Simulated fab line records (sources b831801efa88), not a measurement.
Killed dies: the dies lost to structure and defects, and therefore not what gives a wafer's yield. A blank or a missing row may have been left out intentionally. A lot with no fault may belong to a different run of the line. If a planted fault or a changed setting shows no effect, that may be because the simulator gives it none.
2 desks looking at one fault :: flow sky130 :: every desk sees just its own numbers, and what lay behind them comes last

## FOR THE TOOL OWNER'S DESK: hdpcvd-01
The tool's own readings at SKY_FIELD_ISO_CVD_24 (deposits SiO2, target thk 595 nm, time 99.2 s): means of the sampled wafers that have a number, for each lot that ran on this tool. The brackets show how far a lot's mean lies from the usual mean; more than 4 standard deviations puts the lot out of limits, marked OUT.
Columns: A = pressure-mtorr at SKY_FIELD_ISO_CVD_24, usual 6.000 mTorr; B = susceptor-temp-C at SKY_FIELD_ISO_CVD_24, usual 649.96 C
lot: L899
first seen here: day 2 12:36
A: 5.994
B: 650.37

lot: L901
first seen here: day 2 22:25
A: 5.991
B: 649.51

lot: L902
first seen here: day 3 05:10
A: 5.990
B: 649.60

lot: L903
first seen here: day 3 12:34
A: 6.008
B: 649.80

lot: L905
first seen here: day 3 20:34
A: 5.994
B: 649.72

lot: L906
first seen here: day 3 21:08
A: 5.987
B: 649.96

lot: L907
first seen here: day 4 05:23
A: 6.003
B: 649.87

lot: L908
first seen here: day 4 09:34
A: 6.007
B: 650.05

lot: L915
first seen here: day 5 19:51
A: 6.806 (+62) OUT
B: 650.13

lot: L917
first seen here: day 6 04:28
A: 6.398 (+31) OUT
B: 650.13
This desk's finding: out of limits on L915, L917; first on L915, day 5 19:51 (pressure-mtorr at SKY_FIELD_ISO_CVD_24). In limits: L899, L901, L902, L903, L905, L906, L907, L908.

## METROLOGY DESK
Means of the sampled wafers that have a number, per lot and without regard to the tool the lot ran on: this is what the gauges read. The brackets show how far a lot's mean lies from the usual mean; more than 4 standard deviations puts the lot out of limits, marked OUT.
Columns: A = DNWELL_TW at SKY_DNWELL_TW_MEAS_09, usual 1113; B = VT_ADJUST_LVTN_OVL at SKY_VT_ADJUST_LVTN_OVL_MEAS_07, usual -0.5 nm; C = VT_ADJUST_LVTN_TW at SKY_VT_ADJUST_LVTN_TW_MEAS_10, usual 241.2
lot: L899
first seen here: day 3 20:26
A: 1125
B: -4.2
C: 241.9

lot: L900
first seen here: day 3 20:32
A: 1104
B: -2.1
C: 243.0

lot: L901
first seen here: day 4 04:25
A: 1105
B: 0.3
C: 242.0

lot: L902
first seen here: day 4 06:43
A: 1113
B: 2.8
C: 241.8

lot: L903
first seen here: day 4 10:17
A: 1100
B: -0.5
C: 238.1

lot: L904
first seen here: day 4 11:20
A: 1101
B: -0.6
C: 238.6

lot: L905
first seen here: day 4 19:12
A: 1108
B: -0.5
C: 242.0

lot: L906
first seen here: day 4 19:32
A: 1104
B: -1.4
C: 239.9

lot: L907
first seen here: day 5 05:53
A: 1106
B: -1.2
C: 241.8

lot: L908
first seen here: day 5 10:20
A: 1121
B: -0.4
C: 244.4

lot: L911
first seen here: day 5 20:11
A: 1128
B: -0.2
C: 243.2

lot: L915
first seen here: day 6 21:29
A: 1130
B: 0.4
C: 238.9

lot: L917
first seen here: day 7 04:05
A: 1107
B: 0.9
C: 239.1

lot: L918
first seen here: day 7 13:00
A: 1108
B: 1.1
C: 238.9
Finding of this desk: none of the 14 lots has anything out of limits.

## ALL TOGETHER
The tool owner's desk had the chance to raise an alarm at day 5 19:51 on L915, L917.
The metrology desk saw nothing out of limits.
The metrology desk has L915, L917 on record, within its limits.
SKY_FIELD_ISO_CVD_24 was run on hdpcvd-01 by each of the lots named.

## WHAT THE SIMULATOR HAD INSERTED
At SKY_FIELD_ISO_CVD_24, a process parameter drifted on hdpcvd-01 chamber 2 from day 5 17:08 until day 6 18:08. Setting pressure-mtorr, moved by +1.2, from 6. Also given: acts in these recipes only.
Shown lots that were struck: L915, L917.
Delay in hours, fault start to first out-of-limits reading, by desk: the tool owner's desk at 3.
